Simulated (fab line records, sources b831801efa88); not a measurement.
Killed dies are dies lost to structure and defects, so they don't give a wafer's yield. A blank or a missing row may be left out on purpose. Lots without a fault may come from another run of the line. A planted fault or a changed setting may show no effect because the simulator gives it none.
Which tool did it? | flow sky130 | 15 lots, 45 wafers sampled, at 6 steps of a route of 708

WHAT THE GAUGES READ, wafer by wafer
SKY_VT_ADJUST_HVTR_OVL_MEAS_08.
lot  | measured     | on         | VT_ADJUST_HVTR_OVL (nm)
L515 | day 9 14:37  | overlay-01 | 1.0 0.4 -0.4
L517 | day 10 05:16 | overlay-02 | 2.2 2.7 1.6
L518 | day 10 09:02 | overlay-01 | 2.3 2.2 1.5
L520 | day 11 09:46 | overlay-02 | -0.3 -0.2 2.0
L521 | day 11 15:28 | overlay-02 | -1.3 -0.6 -1.3
L522 | day 11 21:52 | overlay-01 | 0.5 2.0 -0.3
L523 | day 12 05:35 | overlay-01 | -0.9 -0.5 -0.9
L524 | day 12 09:52 | overlay-01 | 0.8 -1.1 -0.2
L527 | day 13 17:49 | overlay-02 | 0.7 0.0 1.4
L530 | day 14 18:11 | overlay-02 | 0.1 0.6 2.5
L531 | day 14 18:39 | overlay-02 | 3.8 1.0 1.6
L534 | day 15 19:10 | overlay-02 | 2.3 1.3 1.1
L535 | day 15 20:16 | overlay-02 | 2.8 3.5 2.8
L536 | day 16 06:02 | overlay-02 | 1.7 0.8 2.6
L537 | day 17 03:52 | overlay-01 | -0.7 -1.4 -1.1

SKY_SONOS_ONO_THK_MEAS_01.
lot  | measured     | on            | SONOS_ONO_OXIDATION_THK (nm)
L515 | day 11 13:59 | film_metro-01 | 2.60 2.60 2.58
L517 | day 12 06:30 | film_metro-02 | 2.71 2.60 2.58
L518 | day 12 10:33 | film_metro-03 | 2.68 2.75 2.75
L520 | day 13 13:21 | film_metro-03 | 2.67 2.67 2.58
L521 | day 13 21:11 | film_metro-03 | 2.46 2.55 2.51
L522 | day 14 06:37 | film_metro-01 | 2.67 2.64 2.58
L523 | day 14 15:07 | film_metro-01 | 2.62 2.60 2.59
L524 | day 14 18:58 | film_metro-03 | 2.53 2.48 2.59
L527 | day 16 00:47 | film_metro-03 | 2.57 2.61 2.55
L530 | day 17 04:40 | film_metro-03 | 2.64 2.61 2.69
L531 | day 17 04:40 | film_metro-02 | 2.58 2.61 2.54
L534 | day 18 06:54 | film_metro-02 | 2.59 2.57 2.67
L535 | day 18 08:01 | film_metro-01 | 2.63 2.57 2.61
L536 | day 18 17:24 | film_metro-03 | 2.52 2.62 2.52
L537 | day 19 21:22 | film_metro-01 | 2.56 2.60 2.61

SKY_LDD_N_TW_MEAS_17.
lot  | measured     | on            | LDD_N_TW
L515 | day 17 21:02 | film_metro-02 | 2584 2593 2602
L517 | day 18 20:08 | film_metro-01 | 2590 2583 2596
L518 | day 18 22:10 | film_metro-03 | 2631 2630 2607
L520 | day 20 05:19 | film_metro-02 | 2592 2601 2611
L521 | day 20 14:59 | film_metro-03 | 2595 2594 2604
L522 | day 21 00:03 | film_metro-01 | 2569 2599 2588
L523 | day 21 09:22 | film_metro-02 | 2612 2607 2622
L524 | day 21 13:00 | film_metro-03 | 2606 2625 2625
L527 | day 22 22:50 | film_metro-03 | 2582 2578 2578
L530 | day 24 01:36 | film_metro-01 | 2581 2572 2602
L531 | day 24 04:06 | film_metro-02 | 2606 2608 2604
L534 | day 25 08:18 | film_metro-03 | 2574 2573 2579
L535 | day 25 07:11 | film_metro-03 | 2597 2580 2571
L536 | day 25 13:15 | film_metro-03 | 2582 2571 2567
L537 | day 26 14:54 | film_metro-03 | 2610 2611 2596

SKY_LDD_P_TW_MEAS_11.
lot  | measured     | on            | LDD_P_TW
L515 | day 19 03:42 | film_metro-04 | 636 637 638
L517 | day 20 03:09 | film_metro-03 | 642 643 643
L518 | day 20 05:01 | film_metro-04 | 636 640 641
L520 | day 21 11:43 | film_metro-04 | 632 632 634
L521 | day 21 21:01 | film_metro-03 | 30 30 30
L522 | day 22 06:16 | film_metro-03 | 30 30 30
L523 | day 22 16:22 | film_metro-04 | 30 30 30
L524 | day 22 19:10 | film_metro-03 | 638 636 637
L527 | day 24 04:52 | film_metro-04 | 639 642 641
L530 | day 25 07:16 | film_metro-04 | 638 635 632
L531 | day 25 09:50 | film_metro-03 | 632 640 634
L534 | day 26 14:16 | film_metro-03 | 641 642 640
L535 | day 26 12:47 | film_metro-03 | 645 639 637
L536 | day 26 18:31 | film_metro-04 | 636 633 633
L537 | day 27 20:19 | film_metro-03 | 644 639 642

WHICH TOOL RAN EACH LOT (tool, then ch and the chambers of the sampled wafers, then the start)
lot  | SKY_LDD_N_STRIP_16                   | SKY_LDD_P_STRIP_10
L515 | plasma_asher-04 ch 0,1, day 17 20:56 | plasma_asher-04 ch 0,1, day 19 03:36
L517 | plasma_asher-01 ch 0,1, day 18 20:02 | plasma_asher-04 ch 0,1, day 20 03:03
L518 | plasma_asher-04 ch 0,1, day 18 22:03 | plasma_asher-02 ch 0,1, day 20 04:54
L520 | plasma_asher-04 ch 0,1, day 20 05:12 | plasma_asher-03 ch 0,1, day 21 11:36
L521 | plasma_asher-01 ch 0,1, day 20 14:53 | plasma_asher-03 ch 0,1, day 21 20:55
L522 | plasma_asher-04 ch 0,1, day 20 23:57 | plasma_asher-04 ch 0,1, day 22 06:10
L523 | plasma_asher-02 ch 0,1, day 21 09:17 | plasma_asher-02 ch 0,1, day 22 16:17
L524 | plasma_asher-04 ch 0,1, day 21 12:54 | plasma_asher-03 ch 0, day 22 19:04
L527 | plasma_asher-01 ch 0,1, day 22 22:44 | plasma_asher-02 ch 0,1, day 24 04:45
L530 | plasma_asher-01 ch 0,1, day 24 01:31 | plasma_asher-04 ch 0,1, day 25 07:11
L531 | plasma_asher-01 ch 0,1, day 24 04:01 | plasma_asher-02 ch 0,1, day 25 09:45
L534 | plasma_asher-04 ch 0,1, day 25 08:12 | plasma_asher-03 ch 0,1, day 26 14:10
L535 | plasma_asher-01 ch 0,1, day 25 07:05 | plasma_asher-04 ch 0,1, day 26 12:40
L536 | plasma_asher-04 ch 0,1, day 25 13:09 | plasma_asher-03 ch 0,1, day 26 18:25
L537 | plasma_asher-02 ch 0,1, day 26 14:48 | plasma_asher-03 ch 0,1, day 27 20:13
- SKY_LDD_N_STRIP_16: strips in O2/N2.
- SKY_LDD_P_STRIP_10: strips in O2/N2.

WHAT THE TOOLS THEMSELVES READ (means of the sampled wafers that have a number; where no wafer has one, the mark that the record gives instead)
SKY_LDD_N_STRIP_16.
lot  | tool            | chamber_pressure_mTorr (mTorr) | drypump_motor_current_A (A) | n2_flow_sccm (sccm) | oes_product_au (a.u.) | strip_time_to_endpoint_s (s)
L515 | plasma_asher-04 | 1500.3                         | 5.7                         | 299.8               | 0.405                 | 4.305
L517 | plasma_asher-01 | 1500.1                         | 6.4                         | 299.9               | 0.407                 | 4.326
L518 | plasma_asher-04 | 1500.6                         | 5.7                         | 300.6               | 0.402                 | 4.312
L520 | plasma_asher-04 | 1500.6                         | 6.0                         | 300.0               | 0.409                 | 4.336
L521 | plasma_asher-01 | -                              | -                           | -                   | -                     | -
L522 | plasma_asher-04 | -                              | -                           | -                   | -                     | -
L523 | plasma_asher-02 | -                              | -                           | -                   | -                     | -
L524 | plasma_asher-04 | 1499.4                         | 5.7                         | 299.3               | 0.408                 | 4.308
L527 | plasma_asher-01 | 1499.0                         | 6.4                         | 299.8               | 0.406                 | 4.340
L530 | plasma_asher-01 | 1501.0                         | 6.4                         | 299.5               | 0.412                 | 4.313
L531 | plasma_asher-01 | 1498.9                         | 6.4                         | 300.3               | 0.406                 | 4.315
L534 | plasma_asher-04 | 1500.5                         | 6.0                         | 300.9               | 0.404                 | 4.319
L535 | plasma_asher-01 | 1499.6                         | 6.2                         | 299.9               | 0.408                 | 4.305
L536 | plasma_asher-04 | 1500.3                         | 5.7                         | 300.5               | 0.407                 | 4.303
L537 | plasma_asher-02 | 1500.2                         | 5.8                         | 300.3               | 0.405                 | 4.317

SKY_LDD_P_STRIP_10.
lot  | tool            | chamber_pressure_mTorr (mTorr) | drypump_motor_current_A (A) | n2_flow_sccm (sccm) | oes_product_au (a.u.) | strip_time_to_endpoint_s (s)
L515 | plasma_asher-04 | 1499.6                         | 6.0                         | 299.6               | 0.715                 | 14.19
L517 | plasma_asher-04 | 1498.9                         | 6.0                         | 299.7               | 0.713                 | 14.14
L518 | plasma_asher-02 | 1499.6                         | 5.8                         | 301.0               | 0.715                 | 14.16
L520 | plasma_asher-03 | 1499.2                         | 5.7                         | 300.3               | 0.714                 | 14.25
L521 | plasma_asher-03 | 1499.5                         | 5.8                         | 299.8               | 0.715                 | 18.77
L522 | plasma_asher-04 | 1499.9                         | 6.0                         | 300.1               | 0.710                 | 18.77
L523 | plasma_asher-02 | 1500.2                         | 6.0                         | 299.6               | 0.717                 | 18.69
L524 | plasma_asher-03 | 1500.1                         | 5.5                         | 300.0               | 0.713                 | 14.19
L527 | plasma_asher-02 | 1498.1                         | 5.8                         | 299.9               | 0.715                 | 14.16
L530 | plasma_asher-04 | 1500.5                         | 5.7                         | 299.7               | 0.710                 | 14.20
L531 | plasma_asher-02 | 1500.0                         | 5.9                         | 300.3               | 0.715                 | 14.19
L534 | plasma_asher-03 | 1498.4                         | 5.8                         | 300.5               | 0.717                 | 14.15
L535 | plasma_asher-04 | 1498.9                         | 5.7                         | 300.3               | 0.713                 | 14.20
L536 | plasma_asher-03 | 1499.8                         | 5.9                         | 300.5               | 0.713                 | 14.22
L537 | plasma_asher-03 | 1498.5                         | 5.9                         | 299.7               | 0.712                 | 14.19

THE ANSWER, worked out from the rows above alone
Rule: what is usual is taken from the lots themselves. Put in order of their means at a reading, lots are off if they are a third of the lots or fewer, leave a main group of 4 or more, and stand apart from it by a gap of 3 or more times the standard deviation of the main group's means; of several such gaps the widest counts. A main group whose means are all the same, to the digits that the tables above print for the reading, isn't used. A lot without any number at a reading at which 4 lots or more have one is off too. The other lots that the step has rows for count as sound. The gauges are gone through in route order, then the tools' own readings, and for those a lot's mean is taken as printed above. The first step at which some lot is off is used, and at that step the reading that is off furthest; a lot without a number counts as furthest.
Off: L521, L522, L523, at SKY_LDD_P_TW_MEAS_11 (LDD_P_TW). The main group: mean 638, standard deviation 3.2.
A tool fits if, at a process step before that reading, it ran every lot that is off, and no sound lot after the first of them. The gauges at SKY_LDD_P_TW_MEAS_11 aren't tried: what is off there is off at SKY_LDD_N_STRIP_16 too, on other tools, and a gauge's error can't cause that. None of those tried fits.

WHAT THE SIMULATOR HAD PUT IN
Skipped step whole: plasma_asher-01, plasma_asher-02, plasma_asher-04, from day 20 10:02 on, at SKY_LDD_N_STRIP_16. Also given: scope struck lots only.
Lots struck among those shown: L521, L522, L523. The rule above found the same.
